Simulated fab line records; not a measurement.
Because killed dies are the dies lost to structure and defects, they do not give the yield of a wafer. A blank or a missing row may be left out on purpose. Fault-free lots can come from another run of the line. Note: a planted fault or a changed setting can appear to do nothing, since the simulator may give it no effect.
A lot that was struck, set against a sound lot :: flow gf180mcu :: 16 out of 602 route steps
Sound: these wafers, L705.2, L705.3, L705.5. Wafers L711.2, L711.3, L711.6 were the ones struck. The cause is named last.
Each step with rows lists, per side, the tool, then ch with its chambers, then its first start. Under that, the readings that differ: sound wafers :: struck wafers :: difference of the means :: sigmas: that difference in standard deviations of wafers without a fault.
alike: readings whose means differ by less than 2 such deviations, and words and numbers that are the same on both sides. not compared: withheld readings, readings that some wafer has no value for, bounds like >300 that may hide the same value, and numbers for which the record gives no deviation and whose values overlap.
Wherever a step has rows on one side only, a row that says differs or no value, or a row with sigmas, the two part there. Non-overlapping numbers with no deviation appear without sigmas and do not part them. A reading missing from all wafers of one side parts the sides only when that side holds two or more wafers.

first, 2 steps without rows for these wafers: GF_MVSD_IMPLANT_08; GF_MVSD_IMPLANT_09.
GF_MVSD_STRIP_10: strips in O2/N2.
  sound on plasmaAsher-04 ch 0,1, day 5 15:16; struck on plasmaAsher-03 ch 0,1, day 6 17:14
reading: heaterPowerW (W)
sound: 400 416 311
struck: 297 297 283
difference: -83
sigmas: -2
  alike: drypumpMotorCurrentA, oesProductAu, stripTimeToEndpointS
  not compared: rfHoursCounterH
GF_MVSD_TW_MEAS_11:
  sound: filmMetro-01 at day 5 15:23; struck: filmMetro-03 at day 6 17:21
  alike: MVSD_TW
then, 7 steps without rows for these wafers: GF_MVPSD_DEHYDRATE_00 (time 60 s); GF_MVPSD_HMDS_01 (prime time 60 s); GF_MVPSD_COAT_02 (resist thk 3000 nm); GF_MVPSD_SOFTBAKE_03; GF_MVPSD_EXPOSE_04 (exposes mask MVPSD, target cd 1000 nm); GF_MVPSD_PEB_05; GF_MVPSD_DEVELOP_06 (develop time 60 s).
GF_MVPSD_OVL_MEAS_07:
  sound: overlay-01 at day 6 05:45; struck: overlay-02 at day 7 08:15
  alike: MVPSD_OVL
GF_MVPSD_IMPLANT_08:
  struck on implanter-01, day 7 08:18; sound on implanter-01 ch 0, day 6 05:48
  no value came back on the struck wafers for beamEnergyKeV, beamOnS (s); on the sound wafers beamEnergyKeV reads 169.99 169.97 169.97
after that, 1 step had no rows for these wafers: GF_MVPSD_IMPLANT_09.
GF_MVPSD_STRIP_10: strips in O2/N2.
  sound on plasmaAsher-02 ch 0,1, day 6 06:05; struck on plasmaAsher-01 ch 0,1, day 7 08:35
  alike: drypumpMotorCurrentA, heaterPowerW, oesProductAu, stripTimeToEndpointS
  not compared: rfHoursCounterH
GF_MVPSD_TW_MEAS_11:
  sound: filmMetro-02 at day 6 06:11; struck: filmMetro-02 at day 7 08:55
reading: MVPSD_TW
sound: 556 559 556
struck: 321 320 320
difference: -237
sigmas: -54
  not compared: hold

WHERE THEY PART
Last at GF_MVPSD_TW_MEAS_11 as far as this record goes, first at GF_MVSD_STRIP_10.

WHY: the cause the simulator had injected
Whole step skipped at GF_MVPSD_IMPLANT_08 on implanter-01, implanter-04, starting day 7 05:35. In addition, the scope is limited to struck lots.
